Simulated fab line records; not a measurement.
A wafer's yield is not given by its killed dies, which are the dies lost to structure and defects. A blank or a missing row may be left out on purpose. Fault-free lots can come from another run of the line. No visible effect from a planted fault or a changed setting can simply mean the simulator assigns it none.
The tool behind it: which one? + flow gf180mcu + 13 lots with 39 wafers sampled at 6 steps, on a route of 602 steps

## WHAT EACH GAUGE READ, for each wafer
GF_SAB_THK_MEAS_01. Usual: for SAB_CVD_00_THK the level is 50.2 nm and the standard deviation is 0.71.
| lot  | measured     | on           | SAB_CVD_00_THK (nm) | flag |
|------|--------------|--------------|---------------------|------|
| L709 | day 14 21:29 | filmMetro-02 | 50.1 50.0 51.7      |      |
| L710 | day 15 04:39 | filmMetro-03 | 50.2 51.5 50.8      |      |
| L711 | day 15 10:25 | filmMetro-01 | 49.7 50.0 51.3      |      |
| L712 | day 15 14:47 | filmMetro-01 | 48.8 51.0 49.6      |      |
| L714 | day 16 07:32 | filmMetro-03 | 49.7 50.7 50.9      |      |
| L715 | day 16 18:47 | filmMetro-02 | 50.7 49.4 50.5      |      |
| L716 | day 17 00:59 | filmMetro-01 | 50.1 49.5 49.3      |      |
| L717 | day 17 06:35 | filmMetro-01 | 50.6 50.7 50.1      |      |
| L722 | day 19 06:25 | filmMetro-02 | 49.0 49.8 51.5      |      |
| L727 | day 21 00:24 | filmMetro-03 | 48.3 50.1 49.7      |      |
| L728 | day 21 09:14 | filmMetro-01 | 49.7 49.5 50.7      |      |
| L729 | day 21 15:34 | filmMetro-01 | 49.4 49.6 50.8      |      |
| L731 | day 22 03:49 | filmMetro-03 | 49.8 49.9 50.3      |      |

GF_CONTACT_RS_MEAS_25: measurement is done with a four-point probe. Usual: for CONTACT_W_RS the level is 0.385 ohm/sq and the standard deviation is 0.0038.
| lot  | measured     | on           | CONTACT_W_RS (ohm/sq) | flag |
|------|--------------|--------------|-----------------------|------|
| L709 | day 16 19:25 | filmMetro-01 | 0.388 0.387 0.387     |      |
| L710 | day 17 02:46 | filmMetro-01 | 0.384 0.386 0.387     |      |
| L711 | day 17 09:42 | filmMetro-04 | 0.389 0.390 0.388     |      |
| L712 | day 17 12:50 | filmMetro-03 | 0.387 0.386 0.386     |      |
| L714 | day 18 07:27 | filmMetro-01 | 0.382 0.384 0.388     |      |
| L715 | day 18 19:10 | filmMetro-01 | 0.381 0.380 0.382     |      |
| L716 | day 19 01:45 | filmMetro-04 | 0.378 0.384 0.387     |      |
| L717 | day 19 08:24 | filmMetro-01 | 0.384 0.388 0.384     |      |
| L722 | day 21 08:53 | filmMetro-03 | 0.377 0.377 0.376     |      |
| L727 | day 23 01:25 | filmMetro-04 | 0.560 0.567 0.568     | OFF  |
| L728 | day 23 09:46 | filmMetro-03 | 0.573 0.564 0.569     | OFF  |
| L729 | day 23 15:23 | filmMetro-01 | 0.386 0.382 0.383     |      |
| L731 | day 24 03:04 | filmMetro-04 | 0.394 0.395 0.394     |      |

GF_CONTACT_THK_MEAS_26: measures by xrf. Usual: for CONTACT_W_THK the level is 300 nm and the standard deviation is 3.3.
| lot  | measured     | on           | CONTACT_W_THK (nm) | flag |
|------|--------------|--------------|--------------------|------|
| L709 | day 16 19:32 | filmMetro-01 | 295 298 297        |      |
| L710 | day 17 02:52 | filmMetro-01 | 299 299 295        |      |
| L711 | day 17 09:49 | filmMetro-04 | 297 296 299        |      |
| L712 | day 17 12:56 | filmMetro-03 | 299 299 301        |      |
| L714 | day 18 07:33 | filmMetro-01 | 301 298 296        |      |
| L715 | day 18 19:17 | filmMetro-01 | 301 301 299        |      |
| L716 | day 19 01:52 | filmMetro-04 | 306 301 297        |      |
| L717 | day 19 08:30 | filmMetro-01 | 300 297 299        |      |
| L722 | day 21 08:59 | filmMetro-03 | 306 306 306        |      |
| L727 | day 23 01:31 | filmMetro-04 | 234 231 231        | OFF  |
| L728 | day 23 09:52 | filmMetro-03 | 229 234 230        | OFF  |
| L729 | day 23 15:31 | filmMetro-01 | 297 300 300        |      |
| L731 | day 24 03:10 | filmMetro-04 | 294 295 296        |      |

GF_M1_THK_MEAS_06: measures by xrf. Usual: for M1_ALCU_THK the level is 445 nm and the standard deviation is 5.3.
| lot  | measured     | on           | M1_ALCU_THK (nm) | flag |
|------|--------------|--------------|------------------|------|
| L709 | day 16 20:14 | filmMetro-02 | 448 444 443      |      |
| L710 | day 17 03:34 | filmMetro-04 | 450 446 448      |      |
| L711 | day 17 10:31 | filmMetro-02 | 445 442 451      |      |
| L712 | day 17 13:38 | filmMetro-01 | 442 445 442      |      |
| L714 | day 18 08:17 | filmMetro-02 | 449 450 448      |      |
| L715 | day 18 19:59 | filmMetro-04 | 448 444 446      |      |
| L716 | day 19 02:34 | filmMetro-04 | 448 447 444      |      |
| L717 | day 19 09:12 | filmMetro-02 | 451 451 438      |      |
| L722 | day 21 09:41 | filmMetro-04 | 438 440 442      |      |
| L727 | day 23 02:13 | filmMetro-02 | 438 440 440      |      |
| L728 | day 23 10:34 | filmMetro-01 | 449 444 446      |      |
| L729 | day 23 16:13 | filmMetro-02 | 447 445 444      |      |
| L731 | day 24 03:52 | filmMetro-01 | 447 443 447      |      |

## EACH LOT AND THE TOOL THAT RAN IT (in order: tool; ch and the chambers of the sampled wafers; start)
| lot  | GF_SALICIDE_SPUTTER_02      | GF_CONTACT_CVD_24            |
|------|-----------------------------|------------------------------|
| L709 | pvdSputter-03, day 15 19:04 | cvdW-02 ch 0,1, day 16 19:19 |
| L710 | pvdSputter-04, day 16 02:32 | cvdW-02 ch 1, day 17 02:35   |
| L711 | pvdSputter-04, day 16 08:46 | cvdW-02 ch 1, day 17 09:30   |
| L712 | pvdSputter-03, day 16 12:20 | cvdW-02 ch 1, day 17 12:39   |
| L714 | pvdSputter-03, day 17 06:13 | cvdW-01 ch 0,1, day 18 07:21 |
| L715 | pvdSputter-04, day 17 17:27 | cvdW-01 ch 0,1, day 18 19:04 |
| L716 | pvdSputter-03, day 18 00:11 | cvdW-02 ch 0,1, day 19 01:39 |
| L717 | pvdSputter-02, day 18 06:07 | cvdW-01 ch 0,1, day 19 08:17 |
| L722 | pvdSputter-03, day 20 07:18 | cvdW-01 ch 0,1, day 21 08:46 |
| L727 | pvdSputter-02, day 22 00:06 | cvdW-01 ch 0, day 23 01:15   |
| L728 | pvdSputter-03, day 22 08:37 | cvdW-01 ch 0, day 23 09:34   |
| L729 | pvdSputter-04, day 22 14:52 | cvdW-02 ch 0, day 23 15:17   |
| L731 | pvdSputter-02, day 23 02:47 | cvdW-02 ch 1, day 24 02:56   |
- GF_SALICIDE_SPUTTER_02: material Co, target thk 10 nm, time 20 s.
- GF_CONTACT_CVD_24: deposits W, target thk 300 nm, time 90.339 s.

## AS READ BY THE TOOLS THEMSELVES (means over the sampled wafers that have a number; for cases with no such wafer, the mark the record gives instead)
GF_SALICIDE_SPUTTER_02. Usual: throttleValvePct reads 30.3 % (standard deviation 1.2).
| lot  | tool          | throttleValvePct (%) | flag |
|------|---------------|----------------------|------|
| L709 | pvdSputter-03 | 29.7                 |      |
| L710 | pvdSputter-04 | 30.6                 |      |
| L711 | pvdSputter-04 | 30.9                 |      |
| L712 | pvdSputter-03 | 30.2                 |      |
| L714 | pvdSputter-03 | 29.0                 |      |
| L715 | pvdSputter-04 | 31.6                 |      |
| L716 | pvdSputter-03 | 29.8                 |      |
| L717 | pvdSputter-02 | 30.3                 |      |
| L722 | pvdSputter-03 | 31.2                 |      |
| L727 | pvdSputter-02 | 30.8                 |      |
| L728 | pvdSputter-03 | 30.0                 |      |
| L729 | pvdSputter-04 | 31.0                 |      |
| L731 | pvdSputter-02 | 30.9                 |      |

GF_CONTACT_CVD_24. Usual: heaterPowerW reads 858 W (standard deviation 83).
| lot  | tool    | heaterPowerW (W) | flag |
|------|---------|------------------|------|
| L709 | cvdW-02 | 922              |      |
| L710 | cvdW-02 | 887              |      |
| L711 | cvdW-02 | 901              |      |
| L712 | cvdW-02 | 890              |      |
| L714 | cvdW-01 | 806              |      |
| L715 | cvdW-01 | 820              |      |
| L716 | cvdW-02 | 922              |      |
| L717 | cvdW-01 | 816              |      |
| L722 | cvdW-01 | 813              |      |
| L727 | cvdW-01 | 769              |      |
| L728 | cvdW-01 | 764              |      |
| L729 | cvdW-02 | 988              |      |
| L731 | cvdW-02 | 911              |      |

## THE ANSWER, worked out from the rows above alone
Rule: take the mean of a lot's wafers that have a number; if it is more than 3 standard deviations from the usual mean, the lot is off. Also off: a lot with no number at a reading for which 4 or more lots have one. Where the step has rows for the other lots, those lots are counted as sound. After the gauges, taken in route order, come the tools' own readings; for these a lot's mean is taken, as printed above. At the first step where some lot is off, the reading lying furthest off is the one used; lots without a number count as furthest.
Off: L727, L728, seen at GF_CONTACT_RS_MEAS_25 (CONTACT_W_RS).
A tool fits if, at a process step before that reading, it ran every lot that is off, and no sound lot after the first of them. Those tools and the gauges at GF_CONTACT_RS_MEAS_25 are tried in the same way. One fits: GF_CONTACT_CVD_24 on cvdW-01. Its last sound lot is L722 (day 21 08:46), its first lot that is off L727 (day 23 01:15): a fault that began between those two fits.

## WHAT HAD BEEN PUT IN BY THE SIMULATOR
Site profile drift: cvdW-01, from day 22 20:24 on, at GF_CONTACT_CVD_24. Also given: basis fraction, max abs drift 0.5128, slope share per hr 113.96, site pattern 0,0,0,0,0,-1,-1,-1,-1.
Lots struck among those shown: L727, L728. The rule above found the same.
